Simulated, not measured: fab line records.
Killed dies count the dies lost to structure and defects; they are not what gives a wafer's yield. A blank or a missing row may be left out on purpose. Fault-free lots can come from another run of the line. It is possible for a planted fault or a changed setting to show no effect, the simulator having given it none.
fab line records	flow sky130
[record] lots = 6	wafers = 18	last-day = 50
route steps=708 shown CAPM@548 METAL3@555
lots that met no fault: from a run of the same line without faults
start-h: the number of hours between the record's first day and the start of the first shown wafer of the lot	wait-h: time in hours since the lot's previous step	" as in the row above	L1.1+2: a row that stands for several wafers	- no value present, or no start provided	* or withheld: withheld	< > ~ a bound
route shown NAME@n: names a module that has steps shown in the file, with the first one's number in the route	usual: mean/standard deviation of fault-free wafers	same: alike in all rows	chamber/n: place in a boat	sites: per-site readings	_std_site: the standard deviation of these	_edge_site: mean of outer sites minus mean of inner sites	radius-mm: for every site, how far away it sits from the centre of the wafer	mask NAME#n: copy n	behind: the most recent tool/chamber to have shaped the wafer	hold: what put the lot on hold/how long, in hours/how the hold closed	device: the transistor (n, p or np) that didn't switch	end of line: at the end of the route, the tests of the same wafers	step lacking rows: just its recipe	killed: count of dies lost to structure and defects at first sort (not the wafer's yield)	map: the dies of a wafer, with x for killed, . for not killed, _ for no die there
set.NAME: the setting as run; set.NAME@STEP: as run at that earlier step	model.NAME: the simulator's own value behind a step, which no gauge read
lots seen at some steps along the route; tables by step, rows by wafer
services: a tool's chamber out of use, with start hour (start-h, from the record's first day; less than 0 if before it), hours out, and reason
[[steps]]
[step SKY_CAPM_DEVELOP_11]
[recipe] resist = NOVOLAK	developer = TMAH	develop-time-s = 60	dev-temp-c = 23
[step SKY_CAPM_OVL_MEAS_12]
[usual] CAPM_OVL = 0.1/1.1
lot.wafer	tool	chamber	start-h	wait-h	CAPM_OVL[nm]
L429.1	overlay-02	-	915.30	0.1	-1.9
L429.2	"	-	"	"	1.1
L429.6	"	-	"	"	-1.0
L431.2	overlay-02	-	918.64	0.1	-0.6
L431.5	"	-	"	"	0.0
L431.6	"	-	"	"	-0.5
L435.1	overlay-01	-	958.35	0.1	1.8
L435.5	"	-	"	"	-0.8
L435.6	"	-	"	"	1.1
L436.1	overlay-01	-	968.68	0.1	0.2
L436.2	"	-	"	"	-1.0
L436.5	"	-	"	"	1.7
L441.2	overlay-01	-	1011.19	0.1	0.0
L441.5	"	-	"	"	-1.7
L441.6	"	-	"	"	0.7
L448.3	overlay-02	-	1045.39	0.1	-1.7
L448.4	"	-	"	"	-1.0
L448.6	"	-	"	"	-0.8
[step SKY_CAPM_METAL_ETCH_13]
[recipe] target-depth-nm = 220	stop-on = SiO2	chemistry = Cl2/BCl3	target = TiN	pressure-mtorr = 10	icp-w = 900	bias-w = 48.5	Cl2_flow_sccm = 60	bcl3-flow-sccm = 30	time-s = 62.9
[usual] bcl3-flow-sccm = 30.00/0.096	drypump-motor-current-A = 5.5/0.39	mfc-cl2-sccm = 60.01/0.2	oes-product-au = 0.940/0.0072	throttle-valve-pct = 21.901/0.0091
[same] time-s = 62.9
lot.wafer	tool	chamber	start-h	wait-h	bcl3-flow-sccm	drypump-motor-current-A	mfc-cl2-sccm	oes-product-au	rf-hours-counter-h	throttle-valve-pct
L429.1	rie-metal-03	0	915.34	0.0	29.83	5.4	60.48	0.928	16	21.913
L429.2	"	1	"	"	30.12	5.3	59.93	0.930	5	21.895
L429.6	"	1	"	"	29.90	5.3	60.27	0.921	-	21.908
L431.2	rie-metal-02	1	918.67	0.0	30.08	5.3	60.06	0.938	7	21.899
L431.5	"	1	"	"	30.01	5.3	60.04	0.939	-	21.915
L431.6	"	0	"	"	29.99	6.0	59.69	0.931	-	21.911
L435.1	rie-metal-01	1	958.39	0.0	30.09	6.1	59.79	0.943	11	21.902
L435.5	"	0	"	"	30.10	5.1	60.23	0.928	-	21.911
L435.6	"	1	"	"	29.99	6.1	59.72	0.934	-	21.912
L436.1	rie-metal-03	0	968.71	0.0	29.96	5.4	60.49	0.939	18	21.902
L436.2	"	1	"	"	30.07	5.3	60.27	0.942	7	21.904
L436.5	"	0	"	"	30.07	5.4	60.21	0.943	-	21.893
L441.2	rie-metal-02	0	1011.22	0.0	29.92	6.0	59.94	0.947	6	21.878
L441.5	"	0	"	"	29.93	6.0	59.77	0.947	-	21.891
L441.6	"	1	"	"	29.92	5.3	59.76	0.929	-	21.907
L448.3	rie-metal-01	1	1045.44	0.0	29.96	6.2	60.09	0.941	-	21.900
L448.4	"	0	"	"	29.91	5.1	60.24	0.939	-	21.896
L448.6	"	1	"	"	29.88	6.2	60.38	0.949	-	21.896
[step SKY_CAPM_STRIP_14]
[recipe] chemistry = O2/N2	power-w = 1400	pressure-mtorr = 1500	platen-temp-c = withheld	o2-flow-sccm = 3000	n2-flow-sccm = 300	overash-fraction = 0.5
[usual] drypump-motor-current-A = 5.2/0.32	oes-product-au = 0.710/0.0043	strip-time-to-endpoint-s = 12.66/0.044
lot.wafer	tool	chamber	start-h	wait-h	drypump-motor-current-A	oes-product-au	rf-hours-counter-h	strip-time-to-endpoint-s
L429.1	plasma-asher-02	1	915.42	0.1	5.6	0.709	80	12.60
L429.2	"	0	"	"	5.1	0.710	80	12.68
L429.6	"	0	"	"	5.1	0.699	-	12.67
L431.2	plasma-asher-01	1	918.75	0.1	4.8	0.710	111	12.60
L431.5	"	1	"	"	4.8	0.711	-	12.66
L431.6	"	0	"	"	5.7	0.716	-	12.68
L435.1	plasma-asher-04	1	958.47	0.1	4.9	0.708	51	12.70
L435.5	"	0	"	"	5.2	0.716	-	12.69
L435.6	"	1	"	"	4.9	0.710	-	12.68
L436.1	plasma-asher-04	0	968.79	0.1	5.2	0.711	52	12.66
L436.2	"	1	"	"	4.9	0.711	52	12.64
L436.5	"	1	"	"	4.9	0.707	-	12.62
L441.2	plasma-asher-01	0	1011.30	0.1	5.7	0.718	120	12.68
L441.5	"	0	"	"	5.7	0.710	-	12.65
L441.6	"	1	"	"	4.8	0.710	-	12.66
L448.3	plasma-asher-01	1	1045.52	0.1	4.8	0.707	-	12.65
L448.4	"	0	"	"	5.7	0.715	-	12.61
L448.6	"	0	"	"	5.7	0.701	-	12.57
[step SKY_CAPM_STRIP_15]
[recipe] chemistry = post-etch-residue-remover	time-s = 1200	temp-c = 72.5
[step SKY_CAPM_CLEAN_16]
[recipe] chemistry = IPA	time-s = 180	temp-c = 25
[step SKY_CAPM_CLEAN_17]
[recipe] chemistry = O3/DIW	dry = n2-spin
[step SKY_METAL3_DEHYDRATE_05]
[recipe] temp-c = 200	time-s = 60
[step SKY_METAL3_HMDS_06]
[recipe] prime-time-s = 60	prime-temp-c = 120
[step SKY_METAL3_COAT_07]
[recipe] resist = BARC	temp-c = withheld	time-s = withheld	spin-rpm = 3000	resist-thk-nm = 60
[step SKY_METAL3_COAT_08]
[recipe] resist = KrF-thick	spin-rpm = 3000	resist-thk-nm = 1140
[step SKY_METAL3_SOFTBAKE_09]
[recipe] temp-c = 100	time-s = 90	resist = KrF-thick
[step SKY_METAL3_EXPOSE_10]
[recipe] mask-id = MM3	na = 0.68	source-shape = annular	sigma-inner = 0.4	sigma-outer = 0.8	target-cd-nm = 300	dose-mj = 28
[usual] exposure-dose-mJ-cm2 = 27.950/0.025	focus-offset-nm = 0.1/0.55
[same] sigma-inner = 0.4	sigma-outer = 0.8
lot.wafer	tool	chamber	start-h	wait-h	mask	exposure-dose-mJ-cm2	focus-offset-nm
L429.1	krf-scanner-01	0	928.78	-	MM3#0	27.975	0.3
L429.2	"	0	"	"	MM3#0	27.954	0.2
L429.6	"	0	"	"	MM3#0	27.958	0.2
L431.2	krf-scanner-02	0	932.00	-	MM3#0	27.938	-0.1
L431.5	"	0	"	"	MM3#0	27.946	-0.6
L431.6	"	0	"	"	MM3#0	27.985	0.7
L435.1	krf-scanner-01	0	971.75	-	MM3#0	18.882	-0.4
L435.5	"	0	"	"	MM3#0	18.908	-0.8
L435.6	"	0	"	"	MM3#0	18.886	-1.1
L436.1	krf-scanner-01	0	981.35	-	MM3#0	18.887	0.9
L436.2	"	0	"	"	MM3#0	18.863	-0.1
L436.5	"	0	"	"	MM3#0	18.891	0.7
L441.2	krf-scanner-02	0	1023.89	-	MM3#0	27.897	-0.3
L441.5	"	0	"	"	MM3#0	27.946	-0.4
L441.6	"	0	"	"	MM3#0	27.953	-0.3
L448.3	krf-scanner-02	0	1057.29	-	MM3#0	27.931	0.4
L448.4	"	0	"	"	MM3#0	27.900	0.3
L448.6	"	0	"	"	MM3#0	27.956	0.4
[step SKY_METAL3_PEB_11]
[recipe] peb-temp-c = withheld	peb-time-s = withheld	resist = KrF-thick
[step SKY_METAL3_DEVELOP_12]
[recipe] develop-time-s = 60	resist = KrF-thick	dev-temp-c = 21
[step SKY_METAL3_CD_MEAS_13]
[recipe] target-cd-nm = 300
[usual] cd-nm = 300.5/1.5
lot.wafer	tool	chamber	start-h	wait-h	cd-nm
L429.1	cd-sem-02	-	941.28	-	300.5
L429.2	"	-	"	"	300.9
L429.6	"	-	"	"	300.5
L431.2	cd-sem-02	-	944.22	-	300.3
L431.5	"	-	"	"	299.3
L431.6	"	-	"	"	298.8
L435.1	cd-sem-02	-	983.50	-	369.8
L435.5	"	-	"	"	369.6
L435.6	"	-	"	"	370.4
L436.1	cd-sem-01	-	993.38	-	370.6
L436.2	"	-	"	"	372.1
L436.5	"	-	"	"	371.5
L441.2	cd-sem-02	-	1035.37	-	297.3
L441.5	"	-	"	"	297.3
L441.6	"	-	"	"	296.4
L448.3	cd-sem-01	-	1068.22	-	302.1
L448.4	"	-	"	"	301.4
L448.6	"	-	"	"	302.0
[step SKY_METAL3_OVL_MEAS_14]
[usual] METAL3_OVL = 1/5.6
lot.wafer	tool	chamber	start-h	wait-h	METAL3_OVL[nm]
L429.1	overlay-02	-	941.40	0.1	0
L429.2	"	-	"	"	9
L429.6	"	-	"	"	4
L431.2	overlay-02	-	944.33	0.1	-1
L431.5	"	-	"	"	9
L431.6	"	-	"	"	5
L435.1	overlay-02	-	983.62	0.1	-1
L435.5	"	-	"	"	2
L435.6	"	-	"	"	-15
L436.1	overlay-02	-	993.50	0.1	-5
L436.2	"	-	"	"	0
L436.5	"	-	"	"	-2
L441.2	overlay-01	-	1035.48	0.1	0
L441.5	"	-	"	"	1
L441.6	"	-	"	"	9
L448.3	overlay-01	-	1068.32	0.1	3
L448.4	"	-	"	"	-3
L448.6	"	-	"	"	0
[step SKY_METAL3_DESCUM_15]
[recipe] chemistry = O2	source-power-w = 150	bias-power-w = 0	pressure-mtorr = 10	temp-c = 40	time-s = 8
[usual] drypump-motor-current-A = 5.4/0.55	oes-product-au = 0.996/0.008
[same] time-s = 8
lot.wafer	tool	chamber	start-h	wait-h	drypump-motor-current-A	oes-product-au	rf-hours-counter-h	model.METAL3.cd-nm
L429.1	rie-metal-04	1	941.43	0.0	4.8	0.999	14	300.8
L429.2	"	0	"	"	5.8	0.985	16	300.7
L429.6	"	1	"	"	4.8	0.980	-	301
L431.2	rie-metal-01	1	944.36	0.0	6.1	0.996	10	300.4
L431.5	"	0	"	"	5.1	0.980	-	299.1
L431.6	"	1	"	"	6.1	0.979	-	299
L435.1	rie-metal-04	1	983.66	0.0	4.8	0.999	16	370.1
L435.5	"	0	"	"	5.8	1.000	-	369.1
L435.6	"	1	"	"	4.7	0.994	-	370.6
L436.1	rie-metal-04	1	993.53	0.0	4.8	0.984	16	371
L436.2	"	0	"	"	5.8	0.990	19	371.9
L436.5	"	0	"	"	5.8	0.995	-	371.2
L441.2	rie-metal-04	1	1035.51	0.0	4.8	0.987	18	296.6
L441.5	"	0	"	"	5.8	0.997	-	296.8
L441.6	"	1	"	"	4.8	0.995	-	296.3
L448.3	rie-metal-04	0	1068.36	0.0	5.8	1.001	-	301.7
L448.4	"	1	"	"	4.7	0.997	-	301.2
L448.6	"	1	"	"	4.8	0.976	-	301.4
[step SKY_METAL3_ETCH_16]
[recipe] chemistry = N2/H2	target = BARC	ion-energy-ev = 200	bias-w = 100	pressure-mtorr = 30	n2-flow-sccm = 100	h2-flow-sccm = 200	icp-w = 500	stop-on = SiO2	time-s = 88.2	target-depth-a = 600
[usual] drypump-motor-current-A = 5.4/0.55	h2-flow-sccm = 200.2/0.6	oes-product-au = 0.626/0.0048	throttle-valve-pct = 13.204/0.0083
[same] time-s = 88.2
lot.wafer	tool	chamber	start-h	wait-h	drypump-motor-current-A	h2-flow-sccm	oes-product-au	rf-hours-counter-h	throttle-valve-pct
L429.1	rie-metal-04	1	941.46	0.0	4.7	200.8	0.630	14	13.197
L429.2	"	0	"	"	5.8	200.4	0.625	16	13.184
L429.6	"	1	"	"	4.7	201.3	0.628	-	13.200
L431.2	rie-metal-01	1	944.39	0.0	6.2	199.9	0.625	10	13.210
L431.5	"	0	"	"	5.1	199.6	0.625	-	13.210
L431.6	"	1	"	"	6.2	200.1	0.624	-	13.210
L435.1	rie-metal-04	1	983.69	0.0	4.8	199.9	0.634	16	13.198
L435.5	"	0	"	"	5.8	201.4	0.628	-	13.205
L435.6	"	1	"	"	4.8	200.6	0.628	-	13.196
L436.1	rie-metal-04	1	993.56	0.0	4.8	199.3	0.627	16	13.197
L436.2	"	0	"	"	5.8	200.3	0.613	19	13.194
L436.5	"	0	"	"	5.8	200.5	0.624	-	13.213
L441.2	rie-metal-04	1	1035.54	0.0	4.8	199.3	0.625	18	13.189
L441.5	"	0	"	"	5.8	200.6	0.616	-	13.201
L441.6	"	1	"	"	4.8	200.1	0.629	-	13.206
L448.3	rie-metal-04	0	1068.41	0.0	5.8	200.3	0.626	-	13.204
L448.4	"	1	"	"	4.7	201.2	0.624	-	13.215
L448.6	"	1	"	"	4.7	200.7	0.625	-	13.207
[step SKY_METAL3_ETCH_17]
[recipe] target = SiO2	stop-on = TiN	chemistry = C4F8/O2/Ar	source-w = 1500	bias-w = 1200	pressure-mtorr = 40	c4f8-flow-sccm = withheld	O2_flow_sccm = 6	Ar_flow_sccm = 300	time-s = 3.9	target-depth-a = 150
[usual] oes-product-au = 0.756/0.0069
[same] time-s = 3.9
lot.wafer	tool	chamber	start-h	wait-h	oes-product-au
L429.1	rie-diel-04	3	941.56	0.1	0.755
L429.2	"	0	"	"	0.754
L429.6	"	0	"	"	0.749
L431.2	rie-diel-04	3	944.49	0.1	0.756
L431.5	"	1	"	"	0.759
L431.6	"	0	"	"	0.767
L435.1	rie-diel-03	2	983.79	0.1	0.752
L435.5	"	0	"	"	0.759
L435.6	"	3	"	"	0.762
L436.1	rie-diel-01	3	993.66	0.1	0.754
L436.2	"	0	"	"	0.754
L436.5	"	1	"	"	0.761
L441.2	rie-diel-01	1	1035.64	0.1	0.745
L441.5	"	3	"	"	0.762
L441.6	"	0	"	"	0.755
L448.3	rie-diel-01	3	1068.48	0.0	0.766
L448.4	"	0	"	"	0.764
L448.6	"	2	"	"	0.761
[step SKY_METAL3_METAL_ETCH_18]
[recipe] target-depth-a = 8450	stop-on = SiO2	over-etch-frac = 0.3	time-s = 183.1	chemistry = Cl2/BCl3	resist-sidewall-deg = 88	pressure-mtorr = 10	icp-w = 900	bias-w = 48.5	Cl2_flow_sccm = 60	bcl3-flow-sccm = 30
[usual] bcl3-flow-sccm = 30.00/0.098	drypump-motor-current-A = 5.5/0.48	mfc-cl2-sccm = 59.98/0.18	oes-product-au = 0.866/0.006	throttle-valve-pct = 22.264/0.0083
[same] time-s = 183.1
lot.wafer	tool	chamber	start-h	wait-h	bcl3-flow-sccm	drypump-motor-current-A	mfc-cl2-sccm	oes-product-au	rf-hours-counter-h	throttle-valve-pct	model.METAL3.cd-nm
L429.1	rie-metal-01	1	941.58	0.0	30.06	6.1	59.93	0.865	10	22.260	297.6
L429.2	"	0	"	"	30.02	5.1	60.10	0.866	7	22.266	303.7
L429.6	"	0	"	"	30.00	5.1	59.87	0.863	-	22.262	300.5
L431.2	rie-metal-04	1	944.51	0.0	30.09	4.7	60.13	0.868	14	22.270	299.2
L431.5	"	1	"	"	30.07	4.7	60.04	0.861	-	22.260	299.6
L431.6	"	0	"	"	29.96	5.8	59.93	0.865	-	22.260	300.8
L435.1	rie-metal-02	1	983.81	0.0	29.96	5.3	60.21	0.863	11	22.258	369.2
L435.5	"	0	"	"	30.18	6.0	59.73	0.863	-	22.261	368.1
L435.6	"	1	"	"	29.99	5.3	59.96	0.866	-	22.272	368.5
L436.1	rie-metal-02	1	993.68	0.0	30.04	5.3	60.09	0.875	12	22.255	370.7
L436.2	"	0	"	"	29.94	6.0	60.31	0.868	5	22.258	373.4
L436.5	"	0	"	"	30.14	6.0	60.34	0.862	-	22.263	372
L441.2	rie-metal-02	0	1035.66	0.0	29.96	6.0	59.97	0.869	7	22.267	299.6
L441.5	"	0	"	"	29.82	6.0	59.89	0.875	-	22.268	300.7
L441.6	"	1	"	"	30.08	5.3	60.03	0.856	-	22.254	295.4
L448.3	rie-metal-01	1	1068.55	0.1	30.11	6.2	60.15	0.861	-	22.268	305.9
L448.4	"	0	"	"	29.92	5.1	60.09	0.866	-	22.266	303.5
L448.6	"	0	"	"	29.98	5.1	60.18	0.869	-	22.280	305.4
[step SKY_METAL3_STRIP_19]
[recipe] chemistry = O2/N2	power-w = 1400	pressure-mtorr = 1500	platen-temp-c = withheld	o2-flow-sccm = 3000	n2-flow-sccm = 300	overash-fraction = 0.5
[usual] drypump-motor-current-A = 5.6/0.49	oes-product-au = 0.502/0.0058	strip-time-to-endpoint-s = 6.53/0.096
lot.wafer	tool	chamber	start-h	wait-h	drypump-motor-current-A	oes-product-au	rf-hours-counter-h	strip-time-to-endpoint-s
L429.1	plasma-asher-01	1	941.76	0.1	4.9	0.505	113	6.60
L429.2	"	0	"	"	5.7	0.507	113	6.65
L429.6	"	1	"	"	4.8	0.508	-	6.66
L431.2	plasma-asher-03	0	944.69	0.1	6.4	0.512	20	6.63
L431.5	"	1	"	"	5.8	0.506	-	6.65
L431.6	"	0	"	"	6.3	0.504	-	6.52
L435.1	plasma-asher-03	1	983.99	0.1	5.8	0.491	24	6.31
L435.5	"	1	"	"	5.8	0.504	-	6.49
L435.6	"	0	"	"	6.3	0.495	-	6.37
L436.1	plasma-asher-01	1	993.86	0.1	4.8	0.508	118	6.51
L436.2	"	0	"	"	5.6	0.500	118	6.64
L436.5	"	1	"	"	4.8	0.514	-	6.60
L441.2	plasma-asher-03	0	1035.84	0.1	6.3	0.505	29	6.49
L441.5	"	0	"	"	6.3	0.503	-	6.54
L441.6	"	1	"	"	5.8	0.499	-	6.40
L448.3	plasma-asher-03	1	1068.71	0.1	5.8	0.487	-	6.48
L448.4	"	0	"	"	6.3	0.494	-	6.48
L448.6	"	0	"	"	6.3	0.513	-	6.56
[[services]]
tool	chamber	start-h	hours	kind
rie-diel-03	2	893.47	7.6	repair
krf-scanner-01	-	908.03	1.3	pm
rie-diel-04	0	916.28	13.4	repair
rie-metal-01	-	920.99	2.8	pm
rie-diel-03	3	928.55	15.0	repair
rie-metal-02	0	932.02	9.3	repair
plasma-asher-04	-	951.47	0.5	repair
krf-scanner-01	-	952.23	4.0	pm
rie-metal-02	-	953.11	2.8	pm
rie-diel-01	3	954.92	8.4	repair
rie-metal-02	-	955.95	0.8	repair
rie-diel-04	2	961.69	24.4	repair
plasma-asher-04	-	973.11	0.7	repair
krf-scanner-01	-	974.60	1.0	pm
krf-scanner-01	-	976.47	3.3	repair
plasma-asher-02	-	986.71	8.0	repair
krf-scanner-02	-	992.59	1.3	pm
krf-scanner-02	-	995.95	1.0	pm
rie-metal-04	-	1002.14	0.2	repair
krf-scanner-02	-	1013.64	0.8	pm
krf-scanner-01	-	1036.89	0.8	pm
rie-diel-01	-	1037.64	4.3	pm
krf-scanner-01	-	1049.40	0.8	repair
plasma-asher-01	-	1055.25	9.0	pm
[[key]]
[first-sign] step = SKY_METAL3_EXPOSE_10	reading = exposure-dose-mJ-cm2	direction = down	sigmas = 99+	usual = *	struck = *
[effect] step = SKY_METAL3_CD_MEAS_13	reading = cd-nm	direction = up	sigmas = 48	usual = 300.5	struck = 370.7
[model-effect] step = SKY_METAL3_DESCUM_15	value = METAL3.cd-nm	without = 300.3	struck = 370.7
[model-effect] step = SKY_METAL3_METAL_ETCH_18	value = METAL3.cd-nm	without = 299.9	struck = 370.3
met-at SKY_METAL3_EXPOSE_10
struck-wafers L435.1,L435.5,L435.6,L436.1,L436.2,L436.5
later-rows-left-out L435.1,L435.5,L435.6,L436.1,L436.2,L436.5
sort-left-out L435.1,L435.5,L435.6,L436.1,L436.2,L436.5
onset-between 928.78 971.75
[fault] kind = process-parameter-drift	tool = krf-scanner-01	chamber = -	onset-h = 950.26	steps = SKY_METAL3_EXPOSE_10	channel = dose-mj	offset = -9.0665	shape = step	acts-in = these-recipes-only	stated = 28
// sort-left-out: the simulated sort isn't trusted on such a fault, so these wafers' sort isn't shown, and their yield isn't known
// later-rows-left-out: the simulator's readings of these wafers behind a module that went badly wrong aren't trusted and aren't shown, but for the sort
